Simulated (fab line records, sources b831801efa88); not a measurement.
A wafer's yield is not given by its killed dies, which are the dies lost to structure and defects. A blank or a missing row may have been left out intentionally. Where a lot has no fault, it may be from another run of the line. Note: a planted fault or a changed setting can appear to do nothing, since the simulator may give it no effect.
Struck lot and sound lot, side by side || flow sfq-line || 21 steps out of a route of 325
Sound: the wafers L971.1, L971.5, L971.6. Struck: wafers L981.1, L981.2, L981.5. At the end, the cause is stated.
Order at every step that has rows: each side's tool, ch and its chambers, its first start. Under that, the readings that differ: sound wafers || struck wafers || difference of the means || sigmas: that difference in standard deviations of wafers without a fault.
alike: same words and numbers on both sides, and readings whose means sit less than 2 such deviations apart. not compared: any withheld reading, any reading some wafer has no value for, any bound like >300 that may hide the same value, and any number with overlapping values for which the record gives no deviation.
A row with sigmas, a row that says differs or no value, or rows on one side alone: a step with any of these is where the two part. Numbers that don't overlap but have no deviation are shown without sigmas and don't part them. A reading that every wafer of one side lacks parts them only if that side has two wafers or more.

first, 5 steps without rows for these wafers: SFQ_TRILAYER_R5_LITHO_COAT_136 (resist thk 600 nm); SFQ_TRILAYER_R5_LITHO_SOFTBAKE_140; SFQ_TRILAYER_R5_LITHO_EXPOSE_137 (exposes mask R5, target cd 500 nm); SFQ_TRILAYER_R5_LITHO_PEB_139 (peb time 60 s); SFQ_TRILAYER_R5_LITHO_DEVELOP_138 (time 60 s).
SFQ_R5_OVL_MEAS_935:
  struck on overlay-02, day 64 23:19; sound on overlay-02, day 62 17:19
  alike: R5_OVL
SFQ_TRILAYER_R5_BARC_OPEN_METAL_ETCH_177: etches BARC in O2, target depth 125 nm, time 41.7 s.
  sound on rie-metal-03 ch 0,1, day 62 17:22; struck on rie-metal-01 ch 0,1, day 64 23:22
  alike: drypump-motor-current-A, oes-product-au, rf-fwd-power-W
  not compared: rf-hours-counter-h
SFQ_TRILAYER_R5_ETCH_METAL_ETCH_139: etches the open film in Cl2, stops on SiO2, target depth 60 nm, time 40 s.
  sound on rie-metal-03 ch 0,1, day 62 17:25; struck on rie-metal-01 ch 0,1, day 64 23:25
  alike: drypump-motor-current-A, oes-product-au, rf-fwd-power-W
  not compared: rf-hours-counter-h
SFQ_TRILAYER_R5_STRIP_STRIP_140: strips in O2.
  sound on rie-metal-03 ch 0,1, day 62 17:29; struck on rie-metal-01 ch 0,1, day 64 23:29
  alike: drypump-motor-current-A, oes-product-au
  not compared: rf-hours-counter-h
then, 1 step without rows for these wafers: SFQ_TRILAYER_R5_STRIP_SOLV_CLEAN_141 (cleans in NMP, time 600 s).
SFQ_TRILAYER_A5C_DEP_PECVD_142: deposits SiO2 from SiH4/N2O, time 15.556 s, target thk 70 nm.
  sound on pecvd-01 ch 0,2, day 62 18:15; struck on pecvd-01 ch 0,1,2, day 65 00:15
  alike: heater-power-w, rf-fwd-power-W, showerhead-vpp-V, throttle-valve-pct
then, 1 step without rows for these wafers: SFQ_TRILAYER_I5_LITHO_COAT_149 (resist thk 62 nm).
SFQ_TRILAYER_I5_LITHO_COAT_144: resist thk 650 nm.
  sound on litho-track-03 ch 0, day 62 18:35; struck on litho-track-01 ch 0, day 65 00:35
{"reading": "model.KrF_of_TRILAYER_I5_LITHO_COAT_144.thk-nm (nm)", "sound": "653.7 654.3 652.2", "struck": "568.8 568.2 569.9", "difference": -84.4, "sigmas": ""}
then, 4 steps without rows for these wafers: SFQ_TRILAYER_I5_LITHO_SOFTBAKE_148; SFQ_TRILAYER_I5_LITHO_EXPOSE_145 (exposes mask I5, target cd 700 nm); SFQ_TRILAYER_I5_LITHO_PEB_147 (peb time 60 s); SFQ_TRILAYER_I5_LITHO_DEVELOP_146 (time 60 s).
-- the record jumps here: 5 days lie between the struck wafers' starts before and after --
SFQ_I5_OVL_MEAS_936:
  struck on overlay-01, day 69 13:56; sound on overlay-02, day 67 21:08
  alike: I5_OVL
SFQ_TRILAYER_I5_BARC_OPEN_VIA_ETCH_200: etches BARC in O2, target depth 125 nm, time 41.7 s.
  sound on rie-diel-04 ch 0,1,3, day 67 21:10; struck on rie-diel-04 ch 0,1,3, day 69 13:58
{"reading": "oes-product-au (a.u.)", "sound": "0.698 0.688 0.690", "struck": "0.679 0.682 0.682", "difference": -0.011, "sigmas": -2}
{"reading": "model.KrF_of_TRILAYER_I5_LITHO_COAT_144.thk-nm (nm)", "sound": "576.6 576.4 574.9", "struck": "492.1 491.6 492.9", "difference": -83.8, "sigmas": ""}
  alike: drypump-motor-current-A, rf-fwd-power-W
  not compared: rf-hours-counter-h, model.I5.cd-nm
SFQ_TRILAYER_I5_ETCH_VIA_ETCH_147: etches the open film in CHF3, stops on Nb, target depth 360 nm.
  sound on rie-diel-04 ch 0,1,3, day 67 21:13; struck on rie-diel-04 ch 0,1,3, day 69 14:01
{"reading": "rf-fwd-power-W (W)", "sound": "499.9 499.5 500.5", "struck": "497.6 494.8 498.0", "difference": -3.2, "sigmas": -2}
  alike: drypump-motor-current-A, oes-product-au
  not compared: model.I5.cd-nm
SFQ_TRILAYER_I5_STRIP_STRIP_148: strips in O2.
  sound on rie-metal-04 ch 0,1, day 67 21:22; struck on rie-metal-01 ch 0,1, day 69 14:10
  alike: drypump-motor-current-A, oes-product-au
  not compared: rf-hours-counter-h

WHERE THEY PART
Last at SFQ_TRILAYER_I5_ETCH_VIA_ETCH_147 as far as this record goes, first at SFQ_TRILAYER_I5_BARC_OPEN_VIA_ETCH_200. Later steps at which nothing parts them and some readings are alike: SFQ_TRILAYER_I5_STRIP_STRIP_148.

WHY: what had been put in by the simulator
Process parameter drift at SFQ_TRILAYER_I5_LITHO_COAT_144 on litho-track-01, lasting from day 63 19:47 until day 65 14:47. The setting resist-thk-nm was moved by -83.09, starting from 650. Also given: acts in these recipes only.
